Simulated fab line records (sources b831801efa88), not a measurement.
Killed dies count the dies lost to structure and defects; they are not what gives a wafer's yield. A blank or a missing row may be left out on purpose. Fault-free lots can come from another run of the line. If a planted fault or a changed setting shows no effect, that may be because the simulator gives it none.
Commonality check across tools	flow sky130	Sampled: 13 lots, 39 wafers

== WHY IT WAS OPENED ==
At SKY_VT_ADJUST_HVTR_TW_MEAS_11 the reading VT_ADJUST_HVTR_TW is flagged on 2 of 13 lots. No-fault wafers: 209.9, standard deviation 1.1.
Rule: a lot is flagged when every wafer of it that has a number lies more than 4 standard deviations from that mean, or none has a number. The other lots count as sound.

lot	measured	on	VT_ADJUST_HVTR_TW, wafer by wafer	flag
L640	day 9 11:10	filmMetro-02	210.6 210.3 211.9	
L644	day 10 14:44	filmMetro-02	210.0 209.1 209.1	
L645	day 10 19:58	filmMetro-01	210.1 210.1 210.6	
L646	day 11 04:10	filmMetro-01	253.4 255.2 254.0	FLAGGED
L648	day 11 21:13	filmMetro-01	209.8 209.6 209.4	
L649	day 12 11:40	filmMetro-01	207.3 208.1 208.2	
L650	day 12 21:20	filmMetro-03	209.6 210.6 211.0	
L651	day 13 02:07	filmMetro-03	257.2 259.1 256.2	FLAGGED
L655	day 14 09:33	filmMetro-01	210.7 211.2 211.4	
L656	day 14 14:33	filmMetro-03	209.7 211.3 211.1	
L658	day 15 03:53	filmMetro-02	209.9 209.4 209.5	
L661	day 15 23:25	filmMetro-01	209.5 211.5 209.1	
L663	day 16 15:30	filmMetro-03	211.0 211.7 211.7	
On average the flagged lots' numbers are 255.8, which is +45.9 against the usual, or +42 standard deviations.

== WHICH TOOL EACH LOT WENT THROUGH ==
The record holds 1 process step before the reading, out of a route of 708 steps. Every cell lists first the tool, next ch and the chambers used by the sampled wafers, and last the start.
lot	flag	SKY_VT_ADJUST_HVTR_IMPLANT_09
L640		implanter-01 ch 0, day 9 10:55
L644		implanter-01 ch 0, day 10 14:29
L645		implanter-04 ch 0, day 10 19:45
L646	FLAGGED	implanter-02 ch 0, day 11 03:36
L648		implanter-04 ch 0, day 11 20:59
L649		implanter-02 ch 0, day 12 11:28
L650		implanter-02 ch 0, day 12 21:05
L651	FLAGGED	implanter-02 ch 0, day 13 01:26
L655		implanter-01 ch 0, day 14 09:18
L656		implanter-02 ch 0, day 14 14:18
L658		implanter-02 ch 0, day 15 03:38
L661		implanter-01 ch 0, day 15 23:10
L663		implanter-02 ch 0, day 16 15:15
What is done by these steps:
- SKY_VT_ADJUST_HVTR_IMPLANT_09
- SKY_VT_ADJUST_HVTR_TW_MEAS_11

== FLAGGED OVER TOTAL, TOOL BY TOOL (the gauges that took the reading come last) ==
step	tool	lots run	flagged	share of the flagged lots	sound lots run after its first flagged lot
SKY_VT_ADJUST_HVTR_IMPLANT_09	implanter-01	4	0	none	-
SKY_VT_ADJUST_HVTR_IMPLANT_09	implanter-02	7	2	all	5 (L649,L650,L656,L658,L663)
SKY_VT_ADJUST_HVTR_IMPLANT_09	implanter-04	2	0	none	-
SKY_VT_ADJUST_HVTR_TW_MEAS_11	filmMetro-01	6	1	some	4 (L648,L649,L655,L661)
SKY_VT_ADJUST_HVTR_TW_MEAS_11	filmMetro-02	3	0	none	-
SKY_VT_ADJUST_HVTR_TW_MEAS_11	filmMetro-03	4	1	some	2 (L656,L663)

== THE TABLE: WHAT IT ALLOWS ==
All flagged lots share 1 row of the table, namely implanter-02 at SKY_VT_ADJUST_HVTR_IMPLANT_09.
- implanter-02 at SKY_VT_ADJUST_HVTR_IMPLANT_09: 2 of its 7 lots flagged. Lots that were sound ran on it after the first flagged one (L649, L650, L656, L658, L663); a persistent fault on the entire tool would not allow that.
No row of the table ran every flagged lot and no sound lot after the first.

== WHAT HAD BEEN PUT IN BY THE SIMULATOR ==
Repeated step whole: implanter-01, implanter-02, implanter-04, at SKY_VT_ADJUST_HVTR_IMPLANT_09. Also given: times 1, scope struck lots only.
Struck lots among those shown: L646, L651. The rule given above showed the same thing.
